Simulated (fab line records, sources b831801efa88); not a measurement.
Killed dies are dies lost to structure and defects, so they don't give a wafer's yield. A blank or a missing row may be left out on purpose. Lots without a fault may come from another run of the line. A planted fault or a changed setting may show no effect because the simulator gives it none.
Which tool did it? | flow gf180mcu | 7 lots, 21 wafers sampled, at 2 steps of a route of 602

WHAT THE GAUGES READ, wafer by wafer
GF_STI_CD_MEAS_12: target cd 220 nm.
lot  | measured    | on        | cd_nm (nm)
L243 | day 2 07:20 | cd_sem-02 | 219.9 219.9 219.4
L249 | day 3 13:23 | cd_sem-01 | 265.6 266.2 265.9
L252 | day 4 05:32 | cd_sem-01 | 252.7 253.3 252.3
L256 | day 5 03:01 | cd_sem-01 | 220.0 219.2 221.0
L259 | day 5 16:46 | cd_sem-02 | 220.4 220.1 220.3
L262 | day 6 11:03 | cd_sem-02 | 220.7 220.2 221.0
L264 | day 6 18:52 | cd_sem-02 | 216.7 218.0 217.4

WHICH TOOL RAN EACH LOT (tool, then ch and the chambers of the sampled wafers, then the start)
lot  | GF_STI_PEB_10
L243 | litho_track-04 ch 0, day 2 07:00
L249 | litho_track-04 ch 0, day 3 13:03
L252 | litho_track-04 ch 0, day 4 05:13
L256 | litho_track-02 ch 0, day 5 02:42
L259 | litho_track-03 ch 0, day 5 16:25
L262 | litho_track-03 ch 0, day 6 10:43
L264 | litho_track-03 ch 0, day 6 18:31
- GF_STI_PEB_10: peb time 90 s.

THE ANSWER, worked out from the rows above alone
Rule: what is usual is taken from the lots themselves. Put in order of their means at a reading, lots are off if they are a third of the lots or fewer, leave a main group of 4 or more, and stand apart from it by a gap of 3 or more times the standard deviation of the main group's means; of several such gaps the widest counts. A main group whose means are all the same, to the digits that the tables above print for the reading, isn't used. A lot without any number at a reading at which 4 lots or more have one is off too. The other lots that the step has rows for count as sound.
Off: L249, L252, at GF_STI_CD_MEAS_12 (cd_nm). The main group: mean 219.6 nm, standard deviation 1.2.
A tool fits if, at a process step before that reading, it ran every lot that is off, and no sound lot after the first of them. The gauges at GF_STI_CD_MEAS_12 are tried like those tools. One fits: litho_track-04 at GF_STI_PEB_10. Its last sound lot is L243 (day 2 07:00), its first lot that is off L249 (day 3 13:03): a fault that began between those two fits.

WHAT THE SIMULATOR HAD PUT IN
Process parameter drift: litho_track-04, from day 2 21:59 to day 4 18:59, at GF_STI_PEB_10. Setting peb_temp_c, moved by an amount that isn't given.
Lots struck among those shown: L249, L252. The rule above found the same.
